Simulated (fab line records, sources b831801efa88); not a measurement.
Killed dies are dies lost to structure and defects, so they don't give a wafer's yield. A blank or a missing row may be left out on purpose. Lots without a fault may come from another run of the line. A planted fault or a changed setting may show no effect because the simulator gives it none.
fab line records | flow sky130
record lots=14 wafers=42 last_day=50
route steps=708 shown LDD_HVN@271 RES_XHIGH@360 LI_CONTACT@364
lots that met no fault: from a run of the same line without faults
start_h: hours from the record's first day to the start of the lot's first wafer shown | wait_h: hours since the lot's step before | " the same as in the row above | L1.1+2: a row that stands for several wafers | - no value, or no start given | * or withheld: withheld | < > ~ a bound
route shown NAME@n: a module of which the file shows steps, and the number in the route of the first | usual: mean/standard deviation of fault-free wafers | same: alike in all rows | chamber/n: place in a boat | sites: the reading at each site | _std_site: their standard deviation | _edge_site: outer sites' mean less inner sites' | radius_mm: how far each site lies from the wafer's centre | mask NAME#n: copy n | behind: the tool/chamber that last shaped the wafer | hold: why the lot was held/for how many hours/how that ended | device: the transistor (n, p or np) that didn't switch | end of line: the same wafers' tests at the end of the route | a step without rows: its recipe alone | killed: dies lost to structure and defects at the first sort, not the wafer's yield | map: a wafer's dies, x killed, . not, _ none there
set.NAME: the setting as run; set.NAME@STEP: as run at that earlier step | model.NAME: the simulator's own value behind a step, which no gauge read
steps of the route over a sample of lots; a table a step, a row a wafer
services: from which hour (start_h, from the record's first day; less than 0 if before it) a tool's chamber was out of use, for how many hours, and why
## steps
# step SKY_LDD_HVN_EXPOSE_04
# recipe mask_id=HVNTM na=0.6 source_shape=conventional sigma_outer=0.6 polarization=unpolarized target_cd_nm=700 dose_mj=127
# usual exposure_dose_mJ_cm2=127.00/0.12 focus_offset_nm=-0.1/0.55 reticle_temp_C=22.99/0.11
# columns lot.wafer tool chamber start_h wait_h mask exposure_dose_mJ_cm2 focus_offset_nm reticle_temp_C
L617.4 iline_stepper-01 0 455.01 - HVNTM#0 127.08 -1.4 23.00
L617.5 " 0 " " HVNTM#0 126.94 -0.4 23.05
L617.6 " 0 " " HVNTM#0 126.93 -0.3 22.99
L619.1 iline_stepper-02 0 488.76 - HVNTM#0 127.33 0.2 22.97
L619.4 " 0 " " HVNTM#0 127.42 0.3 23.00
L619.6 " 0 " " HVNTM#0 127.26 0.8 23.13
L620.4 iline_stepper-01 0 493.74 - HVNTM#0 127.15 0.1 22.96
L620.5 " 0 " " HVNTM#0 126.93 0.2 22.92
L620.6 " 0 " " HVNTM#0 126.99 0.3 22.96
L621.2 iline_stepper-01 0 494.73 - HVNTM#0 127.08 0.6 23.11
L621.5 " 0 " " HVNTM#0 126.83 -0.1 22.91
L621.6 " 0 " " HVNTM#0 127.06 0.8 22.86
L622.2 iline_stepper-01 0 514.01 - HVNTM#0 126.97 0.3 23.00
L622.4 " 0 " " HVNTM#0 126.80 0.8 23.03
L622.6 " 0 " " HVNTM#0 126.85 0.6 22.99
L623.2 iline_stepper-01 - 535.13 - HVNTM#0 - - -
L623.4 " - " " HVNTM#0 - - -
L623.5 " - " " HVNTM#0 - - -
L625.1 iline_stepper-01 - 538.77 - HVNTM#0 - - -
L625.5 " - " " HVNTM#0 - - -
L625.6 " - " " HVNTM#0 - - -
L631.1 iline_stepper-02 0 578.83 - HVNTM#0 126.95 -0.4 22.95
L631.4 " 0 " " HVNTM#0 126.98 -0.1 22.86
L631.5 " 0 " " HVNTM#0 126.99 -0.3 22.91
L632.3 iline_stepper-01 0 586.42 - HVNTM#0 127.06 -0.7 23.02
L632.4 " 0 " " HVNTM#0 126.96 -1.4 22.87
L632.6 " 0 " " HVNTM#0 126.98 -0.7 22.90
L634.2 iline_stepper-01 0 605.17 - HVNTM#0 127.15 0.3 23.08
L634.3 " 0 " " HVNTM#0 127.12 0.7 23.06
L634.6 " 0 " " HVNTM#0 127.15 0.5 23.08
L637.1 iline_stepper-02 0 616.97 - HVNTM#0 126.77 -0.8 22.98
L637.3 " 0 " " HVNTM#0 127.04 -0.7 22.81
L637.5 " 0 " " HVNTM#0 126.86 -0.9 22.93
L638.2 iline_stepper-01 0 634.74 - HVNTM#0 126.87 0.1 23.17
L638.3 " 0 " " HVNTM#0 126.86 -0.2 23.27
L638.5 " 0 " " HVNTM#0 127.09 0.2 23.12
L639.1 iline_stepper-01 0 635.62 - HVNTM#0 127.07 0.3 23.02
L639.2 " 0 " " HVNTM#0 127.08 0.0 22.92
L639.4 " 0 " " HVNTM#0 126.96 0.5 23.10
L640.1 iline_stepper-01 0 643.88 - HVNTM#0 126.97 0.6 23.07
L640.4 " 0 " " HVNTM#0 126.91 -0.3 23.03
L640.5 " 0 " " HVNTM#0 126.93 -0.4 23.04
# step SKY_SD_N_RS_MEAS_18
# recipe thk_meas_gauge=four-point-probe
# usual RES_XHIGH_RS=333.3/1.2
# columns lot.wafer tool chamber start_h wait_h RES_XHIGH_RS[ohm/sq]
L617.4 film_metro-01 - 652.22 0.1 334.4
L617.5 " - " " 335.2
L617.6 " - " " 334.0
L619.1 film_metro-01 - 681.46 0.1 333.8
L619.4 " - " " 334.9
L619.6 " - " " 333.5
L620.4 film_metro-04 - 685.56 0.1 332.1
L620.5 " - " " 332.0
L620.6 " - " " 330.6
L621.2 film_metro-03 - 685.96 0.1 333.3
L621.5 " - " " 334.4
L621.6 " - " " 334.2
L622.2 film_metro-03 - 706.98 0.1 333.0
L622.4 " - " " 332.8
L622.6 " - " " 333.9
L623.2 film_metro-01 - 725.31 0.1 333.5
L623.4 " - " " 333.9
L623.5 " - " " 333.7
L625.1 film_metro-04 - 726.96 0.1 330.6
L625.5 " - " " 330.9
L625.6 " - " " 331.0
L631.1 film_metro-04 - 763.59 0.1 331.8
L631.4 " - " " 333.2
L631.5 " - " " 332.1
L632.3 film_metro-03 - 770.65 0.1 332.4
L632.4 " - " " 333.7
L632.6 " - " " 332.7
L634.2 film_metro-04 - 789.78 0.1 334.1
L634.3 " - " " 333.3
L634.6 " - " " 333.3
L637.1 film_metro-03 - 801.05 0.1 333.0
L637.3 " - " " 334.0
L637.5 " - " " 333.2
L638.2 film_metro-04 - 815.97 0.1 334.4
L638.3 " - " " 336.1
L638.5 " - " " 334.2
L639.1 film_metro-03 - 816.85 0.1 333.0
L639.2 " - " " 333.6
L639.4 " - " " 332.9
L640.1 film_metro-03 - 825.34 0.1 334.0
L640.4 " - " " 333.4
L640.5 " - " " 334.1
# step SKY_LI_CONTACT_CMP_02
# recipe material=PSG down_force_psi=4 platen_rpm=60 pad_velocity_m_s=0.94248
# usual head_pressure_psi=4.000/0.0081 motor_current_A=12.1/1.1 slurry_filter_dp_kPa=13.50/0.14 time_to_endpoint_s=35/3.7
# columns lot.wafer tool chamber start_h wait_h head_pressure_psi motor_current_A slurry_filter_dp_kPa time_to_endpoint_s
L617.4 cmp-01 1 652.66 0.2 3.999 13.0 13.51 32
L617.5 " 2 " " 4.011 10.6 13.44 38
L617.6 " 3 " " 3.989 13.0 13.51 40
L619.1 cmp-01 1 682.98 1.3 3.990 13.1 13.40 32
L619.4 " 0 " " 4.011 11.1 13.61 36
L619.6 " 1 " " 3.990 13.3 13.63 33
L620.4 cmp-01 1 685.90 0.1 4.004 13.4 13.50 27
L620.6 " 3 " " 4.003 13.9 13.39 32
L620.5 " 0 " " 3.994 12.1 13.62 34
L621.2 cmp-01 3 686.24 0.0 3.990 13.6 13.35 41
L621.6 " 3 " " 4.002 13.1 13.59 40
L621.5 " 0 " " 4.005 11.6 13.57 38
L622.2 cmp-01 0 707.46 0.2 4.000 11.8 13.43 38
L622.4 " 1 " " 3.997 12.4 13.59 29
L622.6 " 3 " " 4.010 13.0 13.13 36
L623.2 cmp-01 2 725.96 0.4 3.989 11.3 13.59 38
L623.4 " 3 " " 4.001 13.5 13.38 37
L623.5 " 0 " " 3.990 11.2 13.32 39
L625.1 cmp-01 0 727.71 0.5 3.998 11.4 13.65 35
L625.5 " 2 " " 4.001 10.3 13.42 35
L625.6 " 3 " " 4.002 13.3 13.54 35
L631.1 cmp-02 2 763.89 0.1 4.005 12.3 13.58 27
L631.4 " 0 " " 4.007 10.9 13.23 30
L631.5 " 2 " " 4.003 12.2 13.36 29
L632.4 cmp-02 3 771.01 0.1 4.015 12.5 13.28 32
L632.3 " 0 " " 4.002 10.9 13.59 31
L632.6 " 1 " " 3.994 11.4 13.70 39
L634.3 cmp-02 2 790.06 0.0 3.998 12.1 13.42 27
L634.2 " 0 " " 4.001 10.2 13.44 32
L634.6 " 3 " " 4.009 12.0 13.57 31
L637.3 cmp-02 0 801.35 0.0 4.004 10.7 13.60 31
L637.1 " 2 " " 4.013 12.3 13.17 28
L637.5 " 1 " " 4.010 12.4 13.50 37
L638.3 cmp-01 0 816.25 0.0 3.995 11.3 13.51 36
L638.2 " 1 " " 4.004 13.3 13.75 32
L638.5 " 0 " " 3.995 11.6 13.64 34
L639.2 cmp-01 0 817.20 0.1 3.990 11.5 13.54 37
L639.4 " 1 " " 3.999 12.6 13.44 32
L639.1 " 2 " " 4.001 11.1 13.56 40
L640.4 cmp-01 3 825.64 0.0 4.003 13.5 13.69 36
L640.1 " 0 " " 4.009 11.7 13.37 39
L640.5 " 0 " " 3.998 11.5 13.38 39
# step SKY_LI_CONTACT_BOW_MEAS_03
# recipe mode=bow
# usual LI_CONTACT_BOW=56/7.8
# columns lot.wafer tool chamber start_h wait_h LI_CONTACT_BOW[um]
L617.4 film_metro-04 - 652.87 0.2 52
L617.5 " - " " 44
L617.6 " - " " 70
L619.1 film_metro-01 - 683.28 0.2 51
L619.4 " - " " 64
L619.6 " - " " 57
L620.4 film_metro-04 - 686.16 0.2 63
L620.5 " - " " 59
L620.6 " - " " 53
L621.2 film_metro-04 - 686.56 0.3 63
L621.5 " - " " 60
L621.6 " - " " 60
L622.2 film_metro-03 - 707.73 0.2 47
L622.4 " - " " 50
L622.6 " - " " 42
L623.2 film_metro-03 - 726.18 0.2 56
L623.4 " - " " 55
L623.5 " - " " 58
L625.1 film_metro-04 - 727.91 0.1 55
L625.5 " - " " 63
L625.6 " - " " 52
L631.1 film_metro-01 - 764.19 0.2 49
L631.4 " - " " 59
L631.5 " - " " 59
L632.3 film_metro-03 - 771.25 0.1 64
L632.4 " - " " 52
L632.6 " - " " 56
L634.2 film_metro-04 - 790.38 0.2 41
L634.3 " - " " 59
L634.6 " - " " 47
L637.1 film_metro-01 - 801.65 0.1 50
L637.3 " - " " 50
L637.5 " - " " 51
L638.2 film_metro-04 - 816.57 0.2 62
L638.3 " - " " 62
L638.5 " - " " 56
L639.1 film_metro-01 - 817.45 0.1 55
L639.2 " - " " 57
L639.4 " - " " 43
L640.1 film_metro-01 - 825.98 0.2 49
L640.4 " - " " 55
L640.5 " - " " 44
## services
# columns tool chamber start_h hours kind
cmp-02 - 445.63 4.5 pm
cmp-01 - 450.42 7.3 pm
iline_stepper-01 - 479.15 1.7 pm
cmp-01 - 484.73 1.4 repair
iline_stepper-01 - 500.97 10.7 repair
cmp-02 - 519.30 18.0 pm
cmp-01 - 531.89 1.0 repair
cmp-01 - 556.29 1.0 repair
cmp-02 - 561.67 19.9 repair
cmp-01 - 562.66 0.9 repair
iline_stepper-01 - 570.05 7.3 repair
cmp-02 - 581.58 4.0 pm
cmp-02 - 625.70 5.8 pm
cmp-02 - 671.84 0.8 repair
cmp-01 - 673.90 6.7 repair
cmp-02 - 674.67 2.6 repair
cmp-02 - 677.73 74.2 repair
cmp-01 - 678.71 1.3 repair
iline_stepper-01 - 697.33 1.7 pm
iline_stepper-01 - 721.11 3.6 repair
iline_stepper-01 - 735.00 2.7 repair
cmp-01 - 744.99 4.0 pm
cmp-01 - 762.83 2.1 repair
cmp-01 - 819.02 3.5 pm
## key
first_sign step=SKY_LDD_HVN_EXPOSE_04 reading=tool_record direction=missing
effect none on later readings
met_at SKY_LDD_HVN_EXPOSE_04
struck_lots L623,L625
sort_left_out L623.2,L623.4,L623.5,L625.1,L625.5,L625.6
tester_left_out L623,L625
not_acting_at SKY_SD_N_RS_MEAS_18,SKY_LI_CONTACT_CMP_02,SKY_LI_CONTACT_BOW_MEAS_03
onset_between 514.01 535.13
fault kind=skipped_step_whole tool=iline_stepper-01 chamber=- onset_h=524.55 steps=SKY_LDD_HVN_EXPOSE_04 scope=struck_lots_only
# tester_left_out: of these lots the tester's yield and bins aren't shown, on N5 and GAA mostly nor the transistor test; their killed dies are dies lost to structure and defects alone, not to doping, threshold or leakage, so they don't give the yield
# sort_left_out: the simulated sort isn't trusted on such a fault, so these wafers' sort isn't shown, and their yield isn't known
